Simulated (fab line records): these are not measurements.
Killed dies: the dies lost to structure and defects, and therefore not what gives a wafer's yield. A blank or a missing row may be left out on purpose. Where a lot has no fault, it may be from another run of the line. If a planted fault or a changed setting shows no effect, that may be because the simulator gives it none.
fab line records | flow sky130
record lots=7 | wafers=21 | last_day=50
route steps=708 shown VIA3@575 PAD_OPEN@708
lots that met no fault: taken from a fault-free run of the same line
start_h: hours from the record's first day to the start of the lot's first wafer shown | wait_h: time in hours since the lot's previous step | " repeats the value in the row above | L1.1+2: one row covering several wafers at once | - no value, or no start was given | * or withheld: withheld | < > ~ a bound
route shown NAME@n: names a module that has steps shown in the file, with the first one's number in the route | usual: mean and standard deviation over wafers with no fault | same: alike in all rows | chamber/n: place in a boat | sites: each site's reading | _std_site: the standard deviation of these | _edge_site: mean of outer sites minus mean of inner sites | radius_mm: how far each site lies from the wafer's centre | mask NAME#n: copy n | behind: the most recent tool/chamber to have shaped the wafer | hold: why the lot went on hold/how many hours it stayed there/how the hold came to an end | device: names the non-switching transistor (n, p or np) | end of line: tests of these same wafers at the route's end | a step with no rows: only its recipe | killed: count of dies lost to structure and defects at first sort (not the wafer's yield) | map: a wafer's dies, x killed, . not, _ none there
set.NAME: the setting as run; set.NAME@STEP: as run at that earlier step | model.NAME: the simulator's own value behind a step, which no gauge read
certain route steps with their lots: each step a table, each wafer a row
services: when a tool's chamber went out of use (start_h, in hours from the record's first day, below 0 if earlier), for how many hours, and the reason
## steps
# step SKY_VIA3_CMP_02
# recipe material=SiO2 | down_force_psi=4 | platen_rpm=60 | pad_velocity_m_s=0.94248
# usual motor_current_A=11.7/0.85
lot.wafer | tool   | chamber | start_h | wait_h | motor_current_A
L925.3    | cmp-01 | 1       | 933.75  | 0.1    | 11.9
L925.6    | "      | 3       | "       | "      | 12.7
L925.5    | "      | 0       | "       | "      | 10.6
L928.4    | cmp-02 | 2       | 940.22  | 0.0    | 12.0
L928.3    | "      | 1       | "       | "      | 12.7
L928.6    | "      | 2       | "       | "      | 11.7
L932.3    | cmp-01 | 2       | 966.59  | 0.1    | 11.6
L932.6    | "      | 0       | "       | "      | 10.9
L932.5    | "      | 1       | "       | "      | 12.6
L933.4    | cmp-01 | 2       | 969.92  | 0.0    | 12.4
L933.3    | "      | 3       | "       | "      | 12.0
L933.5    | "      | 2       | "       | "      | 12.7
L934.1    | cmp-02 | 3       | 975.31  | 0.1    | 10.0
L934.3    | "      | 0       | "       | "      | 11.1
L934.2    | "      | 1       | "       | "      | 12.8
L939.3    | cmp-02 | 0       | 1005.13 | 0.0    | 11.5
L939.1    | "      | 2       | "       | "      | 11.8
L939.6    | "      | 0       | "       | "      | 11.3
L945.1    | cmp-01 | 3       | 1045.01 | 0.1    | 12.3
L945.3    | "      | 0       | "       | "      | 10.7
L945.5    | "      | 2       | "       | "      | 12.5
# step SKY_VIA3_BOW_MEAS_03
# recipe mode=bow
# usual VIA3_BOW=79/8.7
lot.wafer | tool          | chamber | start_h | wait_h | VIA3_BOW[um]
L925.3    | film_metro-03 | -       | 933.99  | 0.2    | 92
L925.5    | "             | -       | "       | "      | 80
L925.6    | "             | -       | "       | "      | 87
L928.3    | film_metro-01 | -       | 940.56  | 0.1    | 78
L928.4    | "             | -       | "       | "      | 75
L928.6    | "             | -       | "       | "      | 77
L932.3    | film_metro-03 | -       | 966.83  | 0.2    | 73
L932.5    | "             | -       | "       | "      | 73
L932.6    | "             | -       | "       | "      | 88
L933.3    | film_metro-01 | -       | 970.26  | 0.2    | 74
L933.4    | "             | -       | "       | "      | 75
L933.5    | "             | -       | "       | "      | 84
L934.1    | film_metro-01 | -       | 975.56  | 0.2    | 79
L934.2    | "             | -       | "       | "      | 67
L934.3    | "             | -       | "       | "      | 78
L939.1    | film_metro-03 | -       | 1005.43 | 0.1    | 76
L939.3    | "             | -       | "       | "      | 76
L939.6    | "             | -       | "       | "      | 65
L945.1    | film_metro-03 | -       | 1045.21 | 0.1    | 87
L945.3    | "             | -       | "       | "      | 81
L945.5    | "             | -       | "       | "      | 84
# step SKY_VIA3_DEHYDRATE_04
# recipe temp_c=200 | time_s=60
# step SKY_VIA3_HMDS_05
# recipe prime_time_s=60 | prime_temp_c=118.9
# step SKY_VIA3_COAT_06
# recipe resist=BARC | temp_c=withheld | time_s=withheld | spin_rpm=3000 | resist_thk_nm=60
# step SKY_VIA3_COAT_07
# recipe resist=KrF-thick | spin_rpm=3000 | resist_thk_nm=450
# step SKY_VIA3_SOFTBAKE_08
# recipe temp_c=100 | time_s=90 | resist=KrF-thick
# step SKY_VIA3_EXPOSE_09
# recipe mask_id=VIM3 | na=0.8 | source_shape=annular | sigma_inner=0.55 | sigma_outer=0.85 | target_cd_nm=200 | dose_mj=38
# step SKY_VIA3_PEB_10
# recipe peb_temp_c=withheld | peb_time_s=withheld | resist=KrF-thick
# step SKY_VIA3_DEVELOP_11
# recipe develop_time_s=60 | resist=KrF-thick | dev_temp_c=21
# step SKY_VIA3_CD_MEAS_12
# recipe target_cd_nm=200
# usual cd_nm=199.9/1.1
lot.wafer | tool      | chamber | start_h | wait_h | cd_nm
L925.3    | cd_sem-01 | -       | 958.19  | -      | 199.0
L925.5    | "         | -       | "       | "      | 199.5
L925.6    | "         | -       | "       | "      | 199.1
L928.3    | cd_sem-01 | -       | 965.10  | -      | 200.9
L928.4    | "         | -       | "       | "      | 203.0
L928.6    | "         | -       | "       | "      | 201.5
L932.3    | cd_sem-01 | -       | 991.17  | -      | 198.7
L932.5    | "         | -       | "       | "      | 199.1
L932.6    | "         | -       | "       | "      | 198.0
L933.3    | cd_sem-02 | -       | 994.00  | -      | 199.5
L933.4    | "         | -       | "       | "      | 199.3
L933.5    | "         | -       | "       | "      | 200.4
L934.1    | cd_sem-01 | -       | 999.60  | -      | 199.0
L934.2    | "         | -       | "       | "      | 199.6
L934.3    | "         | -       | "       | "      | 199.6
L939.1    | cd_sem-02 | -       | 1028.63 | -      | 200.8
L939.3    | "         | -       | "       | "      | 200.4
L939.6    | "         | -       | "       | "      | 199.7
L945.1    | cd_sem-01 | -       | 1067.26 | -      | 199.9
L945.3    | "         | -       | "       | "      | 201.1
L945.5    | "         | -       | "       | "      | 200.9
# step SKY_VIA3_OVL_MEAS_13
# usual VIA3_OVL=1/5.1
lot.wafer | tool       | chamber | start_h | wait_h | VIA3_OVL[nm]
L925.3    | overlay-02 | -       | 958.28  | 0.1    | 4
L925.5    | "          | -       | "       | "      | -2
L925.6    | "          | -       | "       | "      | 3
L928.3    | overlay-01 | -       | 965.19  | 0.1    | 3
L928.4    | "          | -       | "       | "      | -4
L928.6    | "          | -       | "       | "      | -3
L932.3    | overlay-01 | -       | 991.26  | 0.1    | 8
L932.5    | "          | -       | "       | "      | 1
L932.6    | "          | -       | "       | "      | 1
L933.3    | overlay-02 | -       | 994.09  | 0.1    | -7
L933.4    | "          | -       | "       | "      | 1
L933.5    | "          | -       | "       | "      | -4
L934.1    | overlay-01 | -       | 999.72  | 0.1    | -2
L934.2    | "          | -       | "       | "      | -3
L934.3    | "          | -       | "       | "      | -8
L939.1    | overlay-02 | -       | 1028.75 | 0.1    | 6
L939.3    | "          | -       | "       | "      | -3
L939.6    | "          | -       | "       | "      | 0
L945.1    | overlay-02 | -       | 1067.38 | 0.1    | -12
L945.3    | "          | -       | "       | "      | -1
L945.5    | "          | -       | "       | "      | -9
# step SKY_VIA3_ETCH_14
# recipe chemistry=N2/H2 | target=BARC | ion_energy_ev=200 | source_w=500 | bias_w=100 | pressure_mtorr=30 | n2_flow_sccm=100 | h2_flow_sccm=200 | stop_on=SiO2 | time_s=45.9 | target_depth_a=600
# usual drypump_motor_current_A=5.8/0.38 | oes_product_au=0.854/0.0052 | run_length_s=74.3/0.4 | throttle_valve_pct=13.225/0.009
lot.wafer | tool        | chamber | start_h | wait_h | drypump_motor_current_A | oes_product_au | rf_hours_counter_h | run_length_s | throttle_valve_pct | model.KrF-thick_of_VIA3_COAT_07.thk_nm | model.VIA3.cd_nm
L925.3    | rie_diel-03 | 1       | 958.31  | 0.0    | 5.7                     | 0.856          | 17                 | 74.5         | 13.241             | 392.8                                  | 197.9
L925.5    | "           | 0       | "       | "      | 5.5                     | 0.853          | -                  | 74.1         | 13.224             | 392.3                                  | 199.2
L925.6    | "           | 3       | "       | "      | 5.8                     | 0.854          | -                  | 74.5         | 13.241             | 393                                    | 199.5
L928.3    | rie_diel-03 | 3       | 965.22  | 0.0    | 5.8                     | 0.847          | 21                 | 74.4         | 13.220             | 391.6                                  | 201.2
L928.4    | "           | 1       | "       | "      | 5.7                     | 0.850          | 17                 | 74.3         | 13.236             | 391.4                                  | 202
L928.6    | "           | 2       | "       | "      | 6.1                     | 0.858          | -                  | 75.0         | 13.227             | 390.6                                  | 200.9
L932.3    | rie_diel-03 | 0       | 991.28  | 0.0    | 5.5                     | 0.855          | 16                 | 74.4         | 13.228             | 393.4                                  | 198.2
L932.5    | "           | 3       | "       | "      | 5.8                     | 0.744          | -                  | 87.4         | 13.201             | 379                                    | 200.9
L932.6    | "           | 2       | "       | "      | 6.1                     | 0.856          | -                  | 74.5         | 13.240             | 392.4                                  | 197.6
L933.3    | rie_diel-03 | 2       | 994.12  | 0.0    | 6.1                     | 0.855          | 5                  | 75.0         | 13.221             | 391.9                                  | 199.4
L933.4    | "           | 0       | "       | "      | 5.5                     | 0.850          | -                  | 73.8         | 13.225             | 391.2                                  | 198.9
L933.5    | "           | 3       | "       | "      | 5.8                     | 0.750          | -                  | 87.1         | 13.222             | 381.2                                  | 203.3
L934.1    | rie_diel-03 | 3       | 999.76  | 0.0    | 5.8                     | 0.752          | 22                 | 87.7         | 13.206             | 380                                    | 201.8
L934.2    | "           | 2       | "       | "      | 6.1                     | 0.859          | 6                  | 74.4         | 13.212             | 392.8                                  | 199.4
L934.3    | "           | 0       | "       | "      | 5.6                     | 0.855          | 16                 | 74.2         | 13.248             | 392                                    | 199.1
L939.1    | rie_diel-02 | 2       | 1028.78 | 0.0    | 4.7                     | 0.848          | 9                  | 74.2         | 13.235             | 391                                    | 200.6
L939.3    | "           | 1       | "       | "      | 6.0                     | 0.852          | 15                 | 73.2         | 13.221             | 389.2                                  | 200
L939.6    | "           | 1       | "       | "      | 6.0                     | 0.862          | -                  | 73.3         | 13.234             | 390.3                                  | 199.5
L945.1    | rie_diel-02 | 1       | 1067.42 | 0.0    | 5.9                     | 0.861          | 17                 | 73.3         | 13.241             | 391.8                                  | 199.8
L945.3    | "           | 3       | "       | "      | 6.0                     | 0.848          | 0                  | 74.0         | 13.220             | 391.6                                  | 199.8
L945.5    | "           | 1       | "       | "      | 5.9                     | 0.851          | -                  | 73.5         | 13.238             | 392.7                                  | 200
# step SKY_VIA3_ETCH_15
# recipe target=SiO2 | chemistry=C4F8/O2/Ar | target_depth_nm=507 | stop_on=TiN | mask_material=KrF-thick | source_w=1500 | bias_w=1200 | pressure_mtorr=40 | c4f8_flow_sccm=withheld | O2_flow_sccm=6 | Ar_flow_sccm=300 | time_s=78
# usual oes_product_au=0.947/0.0046 | run_length_s=106.4/0.41
lot.wafer | tool        | chamber | start_h | wait_h | oes_product_au | rf_hours_counter_h | run_length_s | model.KrF-thick_of_VIA3_COAT_07.thk_nm
L925.3    | rie_diel-03 | 1       | 958.35  | 0.0    | 0.947          | 17                 | 106.4        | 291
L925.5    | "           | 0       | "       | "      | 0.944          | -                  | 105.9        | 292.6
L925.6    | "           | 3       | "       | "      | 0.944          | -                  | 106.3        | 292.1
L928.3    | rie_diel-03 | 3       | 965.26  | 0.0    | 0.942          | 21                 | 106.6        | 289.7
L928.4    | "           | 1       | "       | "      | 0.948          | 17                 | 107.0        | 289
L928.6    | "           | 2       | "       | "      | 0.938          | -                  | 107.0        | 287.1
L932.3    | rie_diel-03 | 0       | 991.33  | 0.0    | 0.943          | 16                 | 106.7        | 295.2
L932.5    | "           | 3       | "       | "      | 0.951          | -                  | 107.1        | 278.3
L932.6    | "           | 2       | "       | "      | 0.949          | -                  | 106.9        | 291.9
L933.3    | rie_diel-03 | 2       | 994.16  | 0.0    | 0.953          | 5                  | 107.3        | 290.1
L933.4    | "           | 0       | "       | "      | 0.952          | -                  | 106.1        | 291.8
L933.5    | "           | 3       | "       | "      | 0.944          | -                  | 106.4        | 279.7
L934.1    | rie_diel-03 | 3       | 999.80  | 0.0    | 0.949          | 22                 | 106.8        | 279.4
L934.2    | "           | 2       | "       | "      | 0.950          | 6                  | 106.6        | 291.5
L934.3    | "           | 0       | "       | "      | 0.946          | 16                 | 106.4        | 292.3
L939.1    | rie_diel-02 | 2       | 1028.83 | 0.0    | 0.946          | 9                  | 106.5        | 288.1
L939.3    | "           | 1       | "       | "      | 0.947          | 15                 | 105.3        | 284.7
L939.6    | "           | 1       | "       | "      | 0.943          | -                  | 105.3        | 285
L945.1    | rie_diel-02 | 1       | 1067.46 | 0.0    | 0.943          | 17                 | 105.8        | 288.3
L945.3    | "           | 3       | "       | "      | 0.947          | 0                  | 105.8        | 290.3
L945.5    | "           | 1       | "       | "      | 0.945          | -                  | 105.7        | 289.4
# step SKY_VIA3_STRIP_16
# recipe chemistry=O2/N2 | power_w=1400 | pressure_mtorr=1500 | platen_temp_c=withheld | o2_flow_sccm=3000 | n2_flow_sccm=300 | overash_fraction=0.5
# usual drypump_motor_current_A=5.7/0.31 | oes_product_au=0.401/0.0047 | strip_time_to_endpoint_s=4.127/0.026
# same overash_fraction=0.5
lot.wafer | tool            | chamber | start_h | wait_h | drypump_motor_current_A | oes_product_au | rf_hours_counter_h | strip_time_to_endpoint_s
L925.3    | plasma_asher-03 | 0       | 958.44  | 0.1    | 5.3                     | 0.397          | -                  | 4.128
L925.5    | "               | 0       | "       | "      | 5.3                     | 0.405          | -                  | 4.144
L925.6    | "               | 1       | "       | "      | 5.4                     | 0.409          | -                  | 4.141
L928.3    | plasma_asher-01 | 1       | 965.35  | 0.1    | 5.7                     | 0.397          | -                  | 4.116
L928.4    | "               | 0       | "       | "      | 6.1                     | 0.406          | -                  | 4.107
L928.6    | "               | 1       | "       | "      | 5.6                     | 0.404          | -                  | 4.099
L932.3    | plasma_asher-02 | 0       | 991.42  | 0.1    | 5.7                     | 0.404          | -                  | 4.163
L932.5    | "               | 0       | "       | "      | 5.7                     | 0.401          | -                  | 3.995
L932.6    | "               | 1       | "       | "      | 6.1                     | 0.396          | -                  | 4.136
L933.3    | plasma_asher-02 | 1       | 994.25  | 0.1    | 6.1                     | 0.400          | -                  | 4.119
L933.4    | "               | 0       | "       | "      | 5.8                     | 0.410          | -                  | 4.148
L933.5    | "               | 0       | "       | "      | 5.8                     | 0.394          | -                  | 4.006
L934.1    | plasma_asher-01 | 0       | 999.86  | 0.0    | 6.1                     | 0.392          | 122                | 4.019
L934.2    | "               | 1       | "       | "      | 5.6                     | 0.399          | 122                | 4.133
L934.3    | "               | 1       | "       | "      | 5.5                     | 0.409          | -                  | 4.145
L939.1    | plasma_asher-01 | 1       | 1028.89 | 0.0    | 5.6                     | 0.397          | 125                | 4.102
L939.3    | "               | 0       | "       | "      | 6.1                     | 0.393          | -                  | 4.067
L939.6    | "               | 0       | "       | "      | 6.2                     | 0.396          | -                  | 4.058
L945.1    | plasma_asher-01 | 1       | 1067.52 | 0.0    | 5.6                     | 0.397          | 0                  | 4.082
L945.3    | "               | 1       | "       | "      | 5.6                     | 0.400          | -                  | 4.099
L945.5    | "               | 1       | "       | "      | 5.6                     | 0.405          | -                  | 4.119
# step SKY_VIA3_STRIP_17
# recipe chemistry=post_etch_residue_remover | time_s=1200 | temp_c=72.5
# step SKY_PAD_OPEN_PROBE_99
# usual defect_limited_yield=82.6/1.9 | killed_at_M0_to_M3=43/7.1 | killed_at_M4_up=3.0/1.6 | killed_at_contacts=24/5.3 | killed_at_front_end=16/4.1 | killed_at_other=0.5/0.82 | killed_dies=86/9.4 | killed_open=46/6.9 | killed_short=39/6.5 | sort_bin_3_pad_short=0.9/0.45 | sort_bin_5_function=10.3/1.5 | sort_bin_6_memory=6.2/1.1 | sort_n_pass=406/9.4 | sort_yield_pct=82.6/1.9
# same gross_dies=492 | killed_at_back_side=0 | sort_bin_4_leakage[%]=0 | sort_bin_8_speed[%]=0
lot.wafer | tool      | chamber | start_h | wait_h | defect_limited_yield[%] | killed_at_M0_to_M3 | killed_at_M4_up | killed_at_contacts | killed_at_front_end | killed_at_other | killed_dies | killed_open | killed_short | sort_bin_3_pad_short[%] | sort_bin_5_function[%] | sort_bin_6_memory[%] | sort_n_pass | sort_yield_pct[%]
L934.1    | prober-02 | -       | 1138.96 | 0.1    | 81.3                    | 50                 | 3               | 24                 | 15                  | 0               | 92          | 54          | 38           | 1.8                     | 10.6                   | 6.3                  | 400         | 81.3
L934.2    | prober-02 | -       | 1139.01 | 0.1    | 82.3                    | 43                 | 2               | 25                 | 17                  | 0               | 87          | 42          | 45           | 1.0                     | 9.8                    | 6.9                  | 405         | 82.3
L934.3    | prober-02 | -       | 1139.06 | 0.2    | 85.4                    | 40                 | 1               | 19                 | 11                  | 1               | 72          | 38          | 34           | 0.2                     | 9.3                    | 5.1                  | 420         | 85.4
L939.1    | prober-02 | -       | 1160.03 | 0.1    | 81.9                    | 40                 | 2               | 26                 | 20                  | 1               | 89          | 48          | 41           | 1.2                     | 11.0                   | 5.9                  | 403         | 81.9
L939.3    | prober-02 | -       | 1160.13 | 0.2    | 84.8                    | 40                 | 1               | 23                 | 11                  | 0               | 75          | 46          | 29           | 0.6                     | 7.7                    | 6.9                  | 417         | 84.8
L939.6    | prober-02 | -       | 1160.28 | 0.2    | 82.1                    | 50                 | 5               | 21                 | 12                  | 0               | 88          | 38          | 50           | 0.4                     | 11.4                   | 6.1                  | 404         | 82.1
# killed by level:class
L934.1 VIA1:geometric_particle:open=14 LI_CONTACT:geometric_particle:open=10 VIA3:geometric_particle:open=10 LOCAL_INTERCONNECT:geometric_particle:short=8 METAL2:geometric_particle:short=6 METAL1:geometric_particle:short=4 POLY_GATE:geometric_particle:open=4 VIA1:geometric_particle:short=4
L934.2 VIA1:geometric_particle:open=12 METAL1:geometric_particle:short=9 FIELD_ISO:geometric_particle:short=8 LI_CONTACT:geometric_particle:open=8 CONTACT:geometric_particle:open=8 VIA2:geometric_particle:short=7 METAL2:geometric_particle:short=6 FIELD_ISO:geometric_particle:open=4
L934.3 VIA3:geometric_particle:open=10 LI_CONTACT:geometric_particle:open=6 LOCAL_INTERCONNECT:geometric_particle:short=6 METAL2:geometric_particle:short=6 POLY_GATE:geometric_particle:open=4 VIA1:geometric_particle:short=4 METAL1:geometric_particle:short=4 VIA2:geometric_particle:open=4
L939.1 CONTACT:geometric_particle:open=10 VIA1:geometric_particle:open=9 LI_CONTACT:geometric_particle:open=8 VIA1:geometric_particle:short=6 CONTACT:geometric_particle:short=5 FIELD_ISO:geometric_particle:open=4 FIELD_ISO:geometric_particle:short=4 SONOS_ONO:geometric_particle:short=4
L939.3 VIA1:geometric_particle:open=10 VIA2:geometric_particle:open=10 CONTACT:geometric_particle:open=8 LI_CONTACT:geometric_particle:open=7 POLY_GATE:geometric_particle:short=4 CONTACT:geometric_particle:short=4 METAL1:geometric_particle:short=4 VIA2:geometric_particle:short=4
L939.6 METAL2:geometric_particle:short=10 VIA1:geometric_particle:short=8 VIA1:geometric_particle:open=8 VIA2:geometric_particle:open=7 CONTACT:geometric_particle:open=6 METAL4:geometric_particle:short=5 CONTACT:geometric_particle:short=5 VIA3:geometric_particle:open=5
## services
tool            | chamber | start_h | hours | kind
cmp-02          | -       | 912.00  | 4.0   | pm
rie_diel-02     | 0       | 914.39  | 2.4   | repair
cmp-02          | -       | 916.00  | -     | consumable_replace:conditioner
rie_diel-03     | 2       | 922.08  | 7.6   | repair
rie_diel-02     | 0       | 923.29  | 4.3   | repair
rie_diel-02     | 2       | 924.87  | 5.0   | repair
rie_diel-03     | 0       | 940.57  | 6.7   | repair
rie_diel-03     | 1       | 986.50  | 19.7  | repair
rie_diel-02     | 1       | 1000.94 | 13.5  | repair
rie_diel-03     | 0       | 1002.15 | 3.8   | repair
rie_diel-02     | 0       | 1006.09 | 4.9   | repair
cmp-02          | -       | 1022.08 | 1.4   | repair
rie_diel-02     | 3       | 1034.25 | -     | clean
rie_diel-02     | 3       | 1034.25 | 21.4  | scheduled_down
rie_diel-02     | 3       | 1034.25 | 21.4  | vent_cycle
cmp-01          | -       | 1040.37 | 1.5   | repair
cmp-02          | -       | 1046.99 | 1.3   | repair
plasma_asher-01 | -       | 1055.25 | 9.0   | pm
plasma_asher-01 | 0       | 1055.25 | 9.0   | vent_cycle
plasma_asher-01 | 1       | 1055.25 | 9.0   | vent_cycle
plasma_asher-01 | -       | 1057.18 | 1.2   | repair
cmp-01          | -       | 1062.29 | 2.8   | repair
plasma_asher-01 | 0       | 1064.25 | -     | clean
plasma_asher-01 | 1       | 1064.25 | -     | clean
## key
first_sign step=SKY_VIA3_ETCH_14 | reading=run_length_s | direction=up | sigmas=33 | usual=* | struck=*
effect step=SKY_VIA3_ETCH_14 | reading=oes_product_au | direction=down | sigmas=20 | usual=0.854 | struck=0.749
effect step=SKY_VIA3_STRIP_16 | reading=strip_time_to_endpoint_s | direction=down | sigmas=4.6 | usual=* | struck=*
model_effect step=SKY_VIA3_ETCH_14 | value=KrF-thick_of_VIA3_COAT_07.thk_nm | without=392.3 | struck=380.1
model_effect step=SKY_VIA3_ETCH_15 | value=KrF-thick_of_VIA3_COAT_07.thk_nm | without=291.3 | struck=279.1
met_at SKY_VIA3_ETCH_14
struck_wafers L932.5,L933.5,L934.1
onset_between 965.22 991.28
fault kind=process_parameter_drift | tool=rie_diel-03 | chamber=3 | onset_h=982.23 | steps=SKY_VIA3_ETCH_14 | channel=time_s | offset=* | shape=step | end_h=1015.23 | acts_in=* | stated=*
